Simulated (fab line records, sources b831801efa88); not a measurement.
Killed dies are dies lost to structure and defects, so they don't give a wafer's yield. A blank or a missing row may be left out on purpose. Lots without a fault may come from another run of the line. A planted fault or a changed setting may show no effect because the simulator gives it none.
Problem report in the 8D (eight disciplines) form, filled by code | flow sfq_line | the parts of the form that need people (team, actions taken, sign-off) are left out

1. THE PROBLEM
run_length_s at SFQ_TRILAYER_I1_DEP_PECVD_045 reads a mean of 153.9 s on 4 wafers of 2 lots; wafers without a fault read 139.1 s with a standard deviation of 0.5. That is +30 standard deviations from the usual mean.
The step: deposits SiO2 from SiH4/N2O, time 111.11 s, target thk 500 nm.
First seen on wafer L188.2, day 19 12:07, on pecvd-03. The record holds 42 wafers of 14 lots with a number at this step. Rule for "out", or "out of limits": more than 4 standard deviations from the usual mean. The other wafers with a number count as sound.

2. WHAT IT IS AND WHAT IT IS NOT
question                    | is                             | is not
which readings at this step | run_length_s                   | heater_power_w, throttle_valve_pct
which lots                  | L188, L190                     | L177, L179, L181, L184, L185, L186, L187, L189, L191, L198, L199, L200
which wafers of those lots  | L188.2, L188.4, L190.1, L190.4 | L188.6, L190.2
read on which tools         | pecvd-03                       | pecvd-01, pecvd-04
when                        | from day 19 12:07              | up to then (22 sound wafers); but 16 sound wafers of L189, L190, L191, L198, L199, L200 came after

3. SUSPECTS, AND WHAT RULES EACH OUT
Counting: a tool at a process step up to the reading stays a suspect if it ran every lot that is out. Sound lots after the first of them don't rule it out here, since some wafers of a struck lot are sound.
- pecvd-03 at SFQ_TRILAYER_I1_DEP_PECVD_045 (deposits SiO2 from SiH4/N2O, time 111.11 s, target thk 500 nm): kept. It ran every lot that is out, first L188 (day 19 12:07); its last sound lot up to then is L187 (day 19 08:29). Its own readings are out on those wafers: run_length_s.
- Within pecvd-03 at SFQ_TRILAYER_I1_DEP_PECVD_045: the wafers that are out ran in chamber 2; their sound lot-mates ran in chamber 1.
Left after counting: pecvd-03 at SFQ_TRILAYER_I1_DEP_PECVD_045.

4. THE CAUSE (what the simulator had put in)
Process parameter drift: pecvd-03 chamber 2, from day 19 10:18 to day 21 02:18, at SFQ_TRILAYER_I1_DEP_PECVD_045. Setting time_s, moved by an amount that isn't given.
Counting left only this tool.

5. THE CHAIN OF EFFECTS, in route order
Each row: a reading whose mean over the struck wafers that have a number lies more than 3 standard deviations from the usual. Only readings for which the record gives a usual standard deviation are gone through. hours: the time from each lot's start at the first step in this table that gives one to its start at this step, as a median over the lots. sigmas: the change in usual standard deviations.
hours | step                          | reading            | usual   | on struck wafers | change | sigmas
0     | SFQ_TRILAYER_I1_DEP_PECVD_045 | run_length_s       | 139.1 s | 153.9            | +14.8  | +30
3     | SFQ_TRILAYER_I1_CMP_CMP_046   | time_to_endpoint_s | 215 s   | 257              | +42    | +5.3
The process steps in it:
- SFQ_TRILAYER_I1_DEP_PECVD_045: deposits SiO2 from SiH4/N2O, time 111.11 s, target thk 500 nm.
- SFQ_TRILAYER_I1_CMP_CMP_046: polishes SiO2.
Later measuring or inspecting steps at which every struck wafer that the step has a row for has a number for every such reading, and none has moved that far: SFQ_M6_RS_MEAS_938.

6. WHAT WOULD HAVE CAUGHT IT SOONER
In this record the first reading out of limits was taken at day 19 12:07, 2 hours after the fault began at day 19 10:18.
